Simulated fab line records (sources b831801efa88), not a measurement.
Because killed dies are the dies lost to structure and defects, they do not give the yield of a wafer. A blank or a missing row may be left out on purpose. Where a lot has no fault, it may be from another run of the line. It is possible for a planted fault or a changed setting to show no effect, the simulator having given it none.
8D (eight disciplines) problem report, filled in by code    flow sfq line    the parts of the form that need people (team, actions taken, sign-off) are left out

1. THE ISSUE
Wafers without a fault read 148.4 s, standard deviation 0.44; run length s at SFQ_TRILAYER_M7_ETCH_METAL_ETCH_180 reads a mean of 144.8 s on 4 wafers belonging to 3 lots. Relative to the usual mean, that is a shift of -8.1 standard deviations.
The step: etches Nb in Cl2/Ar, stops on SiO2, target depth 240 nm, time 120 s.
First observed at day 70 04:17: wafer L118.4, on rie metal-01. At this step, 21 wafers from 7 lots have a number in the record. Rule for "out" (also "out of limits"): further than 4 standard deviations from the usual mean. All remaining wafers that have a number are taken as sound.

2. WHAT IT IS, WHAT IT ISN'T
question                     is                              is not
which readings at this step  run length s                    drypump motor current A
which lots                   L118, L120, L121                L116, L119, L128, L129
which wafers of those lots   L118.4, L120.4, L120.5, L121.6  L118.1, L118.3, L120.2, L121.1, L121.5
read on which tools          rie metal-01                    rie metal-03, rie metal-04
when                         from day 70 04:17               up to then (5 sound wafers); but 12 sound wafers of L119, L120, L121, L128, L129 came after

3. THE SUSPECTS, EACH WITH WHAT RULES IT OUT
Counting: any tool at a process step up to the reading remains a suspect provided it ran every lot that is out. Sound lots after the first of them don't rule it out here, since some wafers of a struck lot are sound.
- rie metal-01 at SFQ_TRILAYER_M7_BARC_OPEN_METAL_ETCH_229 (etches BARC in O2, target depth 125 nm, time 41.7 s): kept. It ran every lot that is out, first L118 (day 70 04:13).
- rie metal-01 at SFQ_TRILAYER_M7_ETCH_METAL_ETCH_180 (etches Nb in Cl2/Ar, stops on SiO2, target depth 240 nm, time 120 s): kept. It ran every lot that is out, first L118 (day 70 04:17). Out on those wafers are its own readings of run length s.
- The sound lot-mates ran in chamber 1 of rie metal-01 at SFQ_TRILAYER_M7_BARC_OPEN_METAL_ETCH_229, but the wafers that are out ran in chamber 0.
- The sound lot-mates ran in chamber 1 of rie metal-01 at SFQ_TRILAYER_M7_ETCH_METAL_ETCH_180, but the wafers that are out ran in chamber 0.
Remaining after the count are rie metal-01 at SFQ_TRILAYER_M7_BARC_OPEN_METAL_ETCH_229 and rie metal-01 at SFQ_TRILAYER_M7_ETCH_METAL_ETCH_180.

4. THE CAUSE (what the simulator had put in)
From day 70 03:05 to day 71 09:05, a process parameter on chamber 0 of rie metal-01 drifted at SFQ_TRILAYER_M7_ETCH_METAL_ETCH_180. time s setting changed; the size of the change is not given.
Of the 2 suspects that counting leaves, this tool is one.

5. THE EFFECT CHAIN, in route order
Each row: a reading where the mean over the struck wafers with a number is more than 3 standard deviations away from the usual. Readings are gone through only where the record gives a usual standard deviation; hours: the median, over the lots, of the time from a lot's start at the first step in this table giving one to that lot's start at this step; sigmas: the change measured in usual standard deviations.
hours  step                                 reading         usual       on struck wafers  change  sigmas
0      SFQ_TRILAYER_M7_ETCH_METAL_ETCH_180  oes product au  0.894 a.u.  0.928             +0.034  +4.3
0      SFQ_TRILAYER_M7_ETCH_METAL_ETCH_180  run length s    148.4 s     144.8             -3.6    -8.1
Here are the process steps it includes:
- SFQ_TRILAYER_M7_ETCH_METAL_ETCH_180: etches Nb in Cl2/Ar, stops on SiO2, target depth 240 nm, time 120 s.

6. WHAT WOULD HAVE CAUGHT IT SOONER
In this record the first reading out of limits was taken at day 70 04:17, 1 hour after the fault began at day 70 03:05.
